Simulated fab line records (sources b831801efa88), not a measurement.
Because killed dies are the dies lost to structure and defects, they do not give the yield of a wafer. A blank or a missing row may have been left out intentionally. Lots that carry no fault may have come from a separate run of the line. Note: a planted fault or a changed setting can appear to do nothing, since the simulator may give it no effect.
Which tool is to blame? | flow sky130 | 7 lots, 21 wafers sampled, at 4 steps of a route of 708

## WHAT THE GAUGES READ, wafer by wafer
SKY_CAP2M_OVL_MEAS_12.
lot  | measured     | on         | CAP2M_OVL (nm)
L356 | day 42 06:38 | overlay-01 | 2.6 0.9 0.4
L358 | day 43 07:11 | overlay-01 | -0.7 0.6 -1.1
L360 | day 43 17:25 | overlay-01 | -1.6 0.6 -1.3
L363 | day 44 10:50 | overlay-01 | 0.6 2.3 -1.4
L366 | day 45 04:43 | overlay-02 | 0.1 0.9 0.4
L367 | day 45 13:58 | overlay-02 | 1.0 -1.2 -1.1
L376 | day 47 06:52 | overlay-02 | 4.1 0.4 1.5

## WHAT TOOL EACH LOT RAN ON (gives the tool, then ch and the chambers of the sampled wafers, and finally the start)
lot  | SKY_LOCAL_INTERCONNECT_CLEAN_18 | SKY_METAL4_SPUTTER_00        | SKY_METAL4_SPUTTER_01
L356 | wet_bench-04 ch 3, day 31 19:33 | pvd_sputter-04, day 41 05:30 | pvd_sputter-04, day 41 05:31
L358 | wet_bench-04 ch 0, day 32 22:07 | pvd_sputter-04, day 42 06:38 | pvd_sputter-04, day 42 06:40
L360 | wet_bench-02 ch 0, day 33 12:38 | pvd_sputter-04, day 42 16:47 | pvd_sputter-04, day 42 16:48
L363 | wet_bench-02 ch 1, day 34 08:13 | pvd_sputter-04, day 43 11:43 | pvd_sputter-04, day 43 11:44
L366 | wet_bench-02 ch 3, day 35 03:13 | pvd_sputter-03, day 44 05:43 | pvd_sputter-03, day 44 05:44
L367 | wet_bench-02 ch 3, day 35 12:31 | pvd_sputter-01, day 44 14:56 | pvd_sputter-01, day 44 14:57
L376 | wet_bench-01 ch 0, day 37 16:55 | pvd_sputter-04, day 46 09:26 | pvd_sputter-04, day 46 09:27
- SKY_LOCAL_INTERCONNECT_CLEAN_18: cleans in O3/DIW.
- SKY_METAL4_SPUTTER_00: material Ti, target thk 15 nm, time 10 s.
- SKY_METAL4_SPUTTER_01: material TiN, target thk 20 nm, time 16.7 s.

## THE ANSWER, worked out from the rows above alone
Rule: what is usual is taken from the lots themselves. The widest of any qualifying gaps counts: lots, ordered by their means at a reading, are off when they make up no more than a third of the lots, leave a main group of 4 or more, and stand apart from it by 3 or more times the standard deviation of that group's means. If all means in a main group match to the digits the tables above print for the reading, that group is not used. Also off: a lot with no number at a reading for which 4 or more lots have one. Where the step has rows for the other lots, those lots are counted as sound.
No lot is off at any reading shown: from this, nothing can be told.

## WHAT THE SIMULATOR HAD PUT IN
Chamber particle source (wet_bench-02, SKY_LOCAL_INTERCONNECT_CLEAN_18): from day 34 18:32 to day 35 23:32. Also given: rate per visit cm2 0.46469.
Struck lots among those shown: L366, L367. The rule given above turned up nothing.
